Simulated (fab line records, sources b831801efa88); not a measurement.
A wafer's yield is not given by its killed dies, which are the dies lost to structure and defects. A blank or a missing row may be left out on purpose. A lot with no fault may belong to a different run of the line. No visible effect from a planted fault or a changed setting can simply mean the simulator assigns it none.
Struck lot and sound lot, side by side + flow sky130 + 43 out of 708 route steps
Sound: these wafers, L582.1, L582.5, L582.6. Wafers struck: L587.2, L587.4, L587.6. Last of all comes the cause.
Each step with rows lists, per side, the tool, then ch with its chambers, then its first start. Under that, the readings that differ: sound wafers + struck wafers + difference of the means + sigmas: that difference in standard deviations of wafers without a fault.
alike: readings with means less than 2 such deviations apart, plus words and numbers identical on both sides. not compared: withheld readings, readings lacking a value on some wafer, bounds such as >300 that could conceal the same value, and numbers that have no deviation in the record and whose values overlap.
A row with sigmas, a row that says differs or no value, or rows on one side alone: a step with any of these is where the two part. When numbers do not overlap yet have no deviation, they are printed without sigmas and do not part them. Lack of a reading on every wafer of one side parts them only where that side has two or more wafers.

first, 5 steps without rows for these wafers: SKY_METAL2_COAT_10 (resist thk 450 nm); SKY_METAL2_SOFTBAKE_11 (time 90 s); SKY_METAL2_EXPOSE_12 (exposes mask MM2, target cd 140 nm); SKY_METAL2_PEB_13; SKY_METAL2_DEVELOP_14 (develop time 60 s).
SKY_METAL2_CD_MEAS_15: target cd 140 nm.
  struck on cd_sem-02, day 36 23:03; sound on cd_sem-02, day 34 23:47
  alike: cd_nm
SKY_METAL2_OVL_MEAS_16:
  struck on overlay-02, day 36 23:10; sound on overlay-01, day 34 23:54
  alike: METAL2_OVL
then, 1 step without rows for these wafers: SKY_METAL2_DESCUM_17 (chemistry O2, time 8 s).
SKY_METAL2_ETCH_18: etches BARC in N2/H2, stops on SiO2, time 45.9 s, target depth 60 nm.
  sound on rie_metal-01 ch 0,1, day 34 23:58; struck on rie_metal-01 ch 0,1, day 36 23:13
| reading               | sound             | struck            | difference | sigmas |
|-----------------------|-------------------|-------------------|------------|--------|
| oes_product_au (a.u.) | 0.861 0.859 0.854 | 0.847 0.853 0.845 | -0.010     | -2     |
  alike: bias_w, drypump_motor_current_A, he_backside_leak_sccm, throttle_valve_pct
  not compared: rf_hours_counter_h
then, 1 step without rows for these wafers: SKY_METAL2_METAL_ETCH_19 (etches the open film in Cl2/BCl3, stops on SiO2, target depth 360 nm, time 78 s).
SKY_METAL2_STRIP_20: strips in O2/N2.
  sound on plasma_asher-04 ch 0,1, day 35 00:07; struck on plasma_asher-04 ch 0,1, day 36 23:22
  alike: drypump_motor_current_A, oes_product_au, strip_time_to_endpoint_s
  not compared: rf_hours_counter_h
then, 1 step without rows for these wafers: SKY_METAL2_STRIP_21 (strips in post etch residue remover, time 1200 s).
SKY_METAL2_CLEAN_22: cleans in IPA, time 180 s.
  sound on wet_bench-02 ch 3, day 35 00:35; struck on wet_bench-02 ch 3, day 36 23:49
then, 2 steps without rows for these wafers: SKY_METAL2_CLEAN_23 (cleans in O3/DIW); SKY_VIA2_HDPCVD_00 (deposits SiO2, target thk 1180 nm, time 196.7 s).
SKY_VIA2_THK_MEAS_01:
  struck on film_metro-04, day 37 00:06; sound on film_metro-03, day 35 00:52
  alike: VIA2_HDPCVD_THK
then, 1 step without rows for these wafers: SKY_VIA2_CMP_02 (polishes SiO2).
SKY_VIA2_BOW_MEAS_03:
  struck on film_metro-04, day 37 00:28; sound on film_metro-02, day 35 01:14
  alike: VIA2_BOW
then, 8 steps without rows for these wafers: SKY_VIA2_DEHYDRATE_04 (time 60 s); SKY_VIA2_HMDS_05 (prime time 60 s); SKY_VIA2_COAT_06 (resist thk 60 nm); SKY_VIA2_COAT_07 (resist thk 450 nm); SKY_VIA2_SOFTBAKE_08 (time 90 s); SKY_VIA2_EXPOSE_09 (exposes mask VIM2, target cd 200 nm); SKY_VIA2_PEB_10; SKY_VIA2_DEVELOP_11 (develop time 61.97 s).
SKY_VIA2_CD_MEAS_12: target cd 200 nm.
  struck on cd_sem-01, day 38 01:59; sound on cd_sem-02, day 36 03:25
  alike: cd_nm
SKY_VIA2_OVL_MEAS_13:
  struck on overlay-01, day 38 02:05; sound on overlay-02, day 36 03:32
  alike: VIA2_OVL
then, 2 steps without rows for these wafers: SKY_VIA2_ETCH_14 (etches BARC in N2/H2, stops on SiO2, time 45.9 s, target depth 60 nm); SKY_VIA2_ETCH_15 (etches SiO2 in C4F8/O2/Ar, stops on TiN, target depth 546 nm, time 84 s).
SKY_VIA2_STRIP_16: strips in O2/N2.
  sound on plasma_asher-02 ch 0,1, day 36 03:40; struck on plasma_asher-03 ch 0,1, day 38 02:14
| reading                      | sound             | struck            | difference | sigmas |
|------------------------------|-------------------|-------------------|------------|--------|
| strip_time_to_endpoint_s (s) | 4.031 4.008 4.042 | 4.075 4.083 4.092 | +0.056     | +2     |
  alike: drypump_motor_current_A, oes_product_au
  not compared: rf_hours_counter_h
then, 3 steps without rows for these wafers: SKY_VIA2_STRIP_17 (strips in post etch residue remover, time 1200 s); SKY_VIA2_CLEAN_18 (cleans in IPA, time 180 s); SKY_VIA2_CLEAN_19 (cleans in O3/DIW).
SKY_VIA2_SPUTTER_20: material TiN, target thk 20 nm, time 80 s.
  struck on pvd_sputter-02, day 38 02:49; sound on pvd_sputter-04, day 36 04:16
  alike: throttle_valve_pct
then, 1 step without rows for these wafers: SKY_VIA2_CVD_21 (deposits W, target thk 420 nm, time 126.4 s).
SKY_VIA2_RS_MEAS_22: measures by four-point-probe.
  struck on film_metro-02, day 38 03:02; sound on film_metro-04, day 36 04:28
  alike: VIA2_W_RS
SKY_VIA2_THK_MEAS_23: measures by xrf.
  struck on film_metro-02, day 38 03:08; sound on film_metro-04, day 36 04:35
  alike: VIA2_W_THK
then, 1 step without rows for these wafers: SKY_VIA2_CMP_24 (polishes, stops on SiO2, t overpolish 20 s, target thk 0 nm).
SKY_METAL3_SPUTTER_00: material Ti, target thk 15 nm, time 10 s.
  struck on pvd_sputter-01, day 38 03:29; sound on pvd_sputter-04, day 36 04:56
  alike: throttle_valve_pct
then, 2 steps without rows for these wafers: SKY_METAL3_SPUTTER_01 (material TiN, target thk 20 nm, time 16.7 s); SKY_METAL3_SPUTTER_02 (material AlCu, target thk 735 nm, time 39.1 s).
-- the record jumps here: 9 days lie between the struck wafers' starts before and after (it left off in module METAL3 and takes up again in module PAD_OPEN, whose first step shown is number 708 of the route) --
SKY_PAD_OPEN_PROBE_99:
  struck on prober-02, day 47 06:17; sound on prober-01, day 45 15:05
| reading                               | sound              | struck            | difference | sigmas |
|---------------------------------------|--------------------|-------------------|------------|--------|
| defect_limited_yield (%)              | 80.9 84.8 83.7     | 72.8 74.8 72.6    | -9.7       | -5     |
| killed_at_M0_to_M3                    | 36 41 35           | 86 85 80          | +46        | +6     |
| killed_dies                           | 94 75 80           | 134 124 135       | +48        | +5     |
| sort_bin_3_pad_short (%)              | 1.0 0.8 0.4        | 2.4 3.0 2.8       | +2.0       | +5     |
| sort_bin_5_function (%)               | 11.8 8.1 10.2      | 17.3 17.3 18.3    | +7.6       | +5     |
| sort_n_pass                           | 398 417 412        | 358 368 357       | -48        | -5     |
| sort_yield_pct (%)                    | 80.9 84.8 83.7     | 72.8 74.8 72.6    | -9.7       | -5     |
| model.etest.tester.sort_n_pass        | 398 417 412        | 358 368 357       | -48        |        |
| model.etest.tester.sort_yield_pct (%) | 80.89 84.76 83.74  | 72.76 74.8 72.56  | -9.76      |        |
| model.etest.tester.sort_bin_5_pct (%) | 11.79 8.13 10.16   | 17.28 17.28 18.29 | +7.59      |        |
| model.etest.tester.sort_bin_3_pct (%) | 1.016 0.813 0.4065 | 2.439 3.049 2.846 | +2.033     |        |
  alike: killed_at_M4_up, killed_at_contacts, killed_at_front_end, killed_at_other, killed_open, killed_short, sort_bin_6_memory

== WHERE THEY PART ==
Last at SKY_PAD_OPEN_PROBE_99 as far as this record goes, first at SKY_METAL2_ETCH_18.

WHY: whatever the simulator had introduced
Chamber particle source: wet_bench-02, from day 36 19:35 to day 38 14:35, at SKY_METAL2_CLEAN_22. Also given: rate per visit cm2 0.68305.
